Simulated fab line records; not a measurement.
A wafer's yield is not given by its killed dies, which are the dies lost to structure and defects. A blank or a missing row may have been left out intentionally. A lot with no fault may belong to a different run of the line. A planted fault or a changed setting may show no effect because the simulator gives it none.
Which tool is to blame? ; flow sky130 ; 12 lots, 36 wafers sampled, at 5 steps of a route of 708

## WHAT THE GAUGES READ, wafer by wafer
SKY_VT_ADJUST_HVTR_OVL_MEAS_08. Usual: for VT_ADJUST_HVTR_OVL the level is -0.5 nm and the standard deviation is 1.4.
lot;measured;on;VT_ADJUST_HVTR_OVL (nm);flag
L285;day 9 10:44;overlay-02;2.2 0.4 1.0;
L287;day 10 07:38;overlay-01;-2.6 -2.7 -4.4;
L289;day 10 17:06;overlay-01;-3.1 -1.7 -1.2;
L291;day 11 09:20;overlay-02;1.1 -0.3 -0.3;
L292;day 11 20:37;overlay-02;-0.3 -0.5 -0.5;
L293;day 11 23:35;overlay-01;1.9 1.1 2.0;
L299;day 13 18:38;overlay-02;2.4 0.6 -0.7;
L301;day 14 10:40;overlay-01;0.3 -1.7 0.1;
L302;day 14 17:08;overlay-01;1.9 0.5 -0.5;
L304;day 15 09:21;overlay-02;-0.9 -0.6 -1.0;
L305;day 15 12:41;overlay-02;0.7 1.0 1.3;
L308;day 17 02:54;overlay-01;-0.9 -0.8 -0.7;

SKY_SONOS_ONO_CD_MEAS_13: the cd target is 410 nm. Usual: 410.0 nm for cdNm, sd 2.7.
lot;measured;on;cdNm (nm);flag
L285;day 12 14:38;cdSem-02;407.8 407.3 409.4;
L287;day 13 17:33;cdSem-01;411.5 410.7 410.0;
L289;day 14 02:14;cdSem-01;409.8 410.7 409.9;
L291;day 14 23:50;cdSem-01;411.6 410.7 409.6;
L292;day 15 09:26;cdSem-01;409.9 407.4 407.0;
L293;day 15 10:03;cdSem-01;409.4 409.7 409.1;
L299;day 17 10:54;cdSem-01;408.1 407.9 408.6;
L301;day 18 04:46;cdSem-01;410.4 412.3 413.4;
L302;day 18 13:23;cdSem-01;409.4 409.9 410.6;
L304;day 19 05:58;cdSem-01;410.0 412.0 409.6;
L305;day 19 11:22;cdSem-01;410.0 408.3 409.2;
L308;day 21 04:24;cdSem-02;408.8 405.8 407.3;

## TOOL THAT RAN EACH LOT (tool first, then ch and the chambers of the sampled wafers, then the start)
lot;SKY_FIELD_ISO_STRIP_16;SKY_NWELL_SOFTBAKE_06;SKY_NWELL_STRIP_14
L285;plasmaAsher-03 ch 0,1, day 2 05:56;lithoTrack-02 ch 0, day 4 06:25;plasmaAsher-02 ch 0,1, day 4 15:08
L287;plasmaAsher-03 ch 0,1, day 2 15:26;lithoTrack-04 ch 0, day 4 20:40;plasmaAsher-02 ch 0,1, day 5 05:52
L289;plasmaAsher-03 ch 0,1, day 3 00:41;lithoTrack-04 ch 0, day 5 04:10;plasmaAsher-03 ch 0,1, day 5 13:14
L291;plasmaAsher-03 ch 0,1, day 3 14:35;lithoTrack-02 ch 0, day 5 16:47;plasmaAsher-02 ch 0,1, day 6 02:29
L292;plasmaAsher-03 ch 0,1, day 3 20:05;lithoTrack-03 ch 0, day 6 01:08;plasmaAsher-02 ch 0,1, day 6 10:53
L293;plasmaAsher-01 ch 0,1, day 4 00:25;lithoTrack-03 ch 0, day 6 03:34;plasmaAsher-03 ch 0,1, day 6 12:41
L299;plasmaAsher-04 ch 0,1, day 5 05:52;lithoTrack-02 ch 0, day 7 11:57;plasmaAsher-01 ch 0,1, day 7 22:26
L301;plasmaAsher-03 ch 0,1, day 5 16:50;lithoTrack-02 ch 0, day 8 00:05;plasmaAsher-01 ch 0,1, day 8 10:46
L302;plasmaAsher-04 ch 0,1, day 5 20:53;lithoTrack-02 ch 0, day 8 05:55;plasmaAsher-03 ch 0,1, day 8 16:50
L304;plasmaAsher-01 ch 0,1, day 6 08:25;lithoTrack-04 ch 0, day 8 17:16;plasmaAsher-02 ch 1, day 9 04:56
L305;plasmaAsher-01 ch 0,1, day 6 12:41;lithoTrack-04 ch 0, day 8 20:14;plasmaAsher-01 ch 0,1, day 9 07:32
L308;plasmaAsher-04 ch 0,1, day 7 11:16;lithoTrack-04 ch 0, day 10 00:52;plasmaAsher-03 ch 0,1, day 10 12:37
- SKY_FIELD_ISO_STRIP_16: strips in O2/N2.
- SKY_NWELL_SOFTBAKE_06
- SKY_NWELL_STRIP_14: strips in O2/N2.

## WHAT THE TOOLS THEMSELVES READ (means of the sampled wafers that have a number; where no wafer has one, the mark that the record gives instead)
SKY_FIELD_ISO_STRIP_16. Usual: drypumpMotorCurrentA 5.4 A, standard deviation 0.49; n2FlowSccm 300.0 sccm, standard deviation 0.93; oesProductAu 0.377 a.u., standard deviation 0.0051; stripTimeToEndpointS 3.54 s, standard deviation 0.032.
lot;tool;drypumpMotorCurrentA (A);n2FlowSccm (sccm);oesProductAu (a.u.);stripTimeToEndpointS (s);flag
L285;plasmaAsher-03;5.4;300.8;0.379;3.54;
L287;plasmaAsher-03;5.4;299.3;0.376;3.51;
L289;plasmaAsher-03;5.2;300.4;0.378;3.58;
L291;plasmaAsher-03;5.4;300.3;0.374;3.52;
L292;plasmaAsher-03;5.2;298.9;0.376;3.52;
L293;plasmaAsher-01;5.7;301.2;0.374;3.53;
L299;plasmaAsher-04;5.7;300.6;0.380;3.52;
L301;plasmaAsher-03;5.4;298.8;0.377;3.54;
L302;plasmaAsher-04;5.3;299.5;0.382;3.54;
L304;plasmaAsher-01;5.7;299.7;0.375;3.52;
L305;plasmaAsher-01;5.7;299.4;0.377;3.55;
L308;plasmaAsher-04;5.3;301.0;0.375;3.54;

SKY_NWELL_SOFTBAKE_06. Usual: chillPlateTempC 23.00 C, standard deviation 0.099; heaterPowerTotalW 65.34 W, standard deviation 0.13; plateTempC 109.99 C, standard deviation 0.14.
lot;tool;chillPlateTempC (C);heaterPowerTotalW (W);plateTempC (C);flag
L285;lithoTrack-02;23.00;65.31;110.10;
L287;lithoTrack-04;23.09;65.28;109.93;
L289;lithoTrack-04;22.95;65.37;109.97;
L291;lithoTrack-02;23.06;65.20;110.06;
L292;lithoTrack-03;23.14;65.38;109.96;
L293;lithoTrack-03;22.89;65.44;109.88;
L299;lithoTrack-02;23.10;75.70;122.70;OFF
L301;lithoTrack-02;22.99;75.81;122.73;OFF
L302;lithoTrack-02;23.08;75.59;122.71;OFF
L304;lithoTrack-04;22.91;65.36;109.88;
L305;lithoTrack-04;22.97;65.26;110.24;
L308;lithoTrack-04;22.94;65.20;110.12;

SKY_NWELL_STRIP_14. Usual: drypumpMotorCurrentA 5.5 A, standard deviation 0.37; n2FlowSccm 300.0 sccm, standard deviation 0.91; oesProductAu 0.722 a.u., standard deviation 0.0048; stripTimeToEndpointS 36.95 s, standard deviation 0.11.
lot;tool;drypumpMotorCurrentA (A);n2FlowSccm (sccm);oesProductAu (a.u.);stripTimeToEndpointS (s);flag
L285;plasmaAsher-02;5.3;299.3;0.722;36.96;
L287;plasmaAsher-02;5.6;300.3;0.725;36.93;
L289;plasmaAsher-03;5.1;298.9;0.722;36.85;
L291;plasmaAsher-02;5.6;301.3;0.721;37.02;
L292;plasmaAsher-02;5.6;301.0;0.725;36.79;
L293;plasmaAsher-03;5.4;299.4;0.724;36.76;
L299;plasmaAsher-01;5.6;298.7;0.725;35.84;OFF
L301;plasmaAsher-01;5.7;299.6;0.724;35.91;OFF
L302;plasmaAsher-03;5.4;300.1;0.726;35.95;OFF
L304;plasmaAsher-02;5.0;300.4;0.727;37.02;
L305;plasmaAsher-01;5.7;299.7;0.720;36.89;
L308;plasmaAsher-03;5.2;300.6;0.724;36.89;

## THE ANSWER, worked out from the rows above alone
Rule: take the mean of a lot's wafers that have a number; if it is more than 3 standard deviations from the usual mean, the lot is off. Also off: a lot with no number at a reading for which 4 or more lots have one. Where the step has rows for the other lots, those lots are counted as sound. After the gauges, taken in route order, come the tools' own readings; for these a lot's mean is taken, as printed above. The first step at which some lot is off is used, and at that step the reading that is off furthest; a lot without a number counts as furthest.
Off: L299, L301, L302 (SKY_NWELL_SOFTBAKE_06, plateTempC).
If a tool, at that step or one of the process steps before it, ran each lot that is off and ran no sound lot following the first of them, it fits. One fits: SKY_NWELL_SOFTBAKE_06 on lithoTrack-02. Its last sound lot is L291 (day 5 16:47), its first lot that is off L299 (day 7 11:57): a fault that began between those two fits.
The tool's own readings at SKY_NWELL_SOFTBAKE_06 bear it out: on the lots that are off they differ by more than 5 times the standard deviation of the sound lots' means. heaterPowerTotalW reads 75.70 W there against 65.31 W on the sound lots; plateTempC reads 122.71 C there against 110.02 C on the sound lots.

## WHAT THE SIMULATOR HAD PUT IN
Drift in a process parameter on lithoTrack-02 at SKY_NWELL_SOFTBAKE_06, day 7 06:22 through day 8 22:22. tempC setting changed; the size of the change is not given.
Lots struck among those shown: L299, L301, L302. Same finding as the rule above.
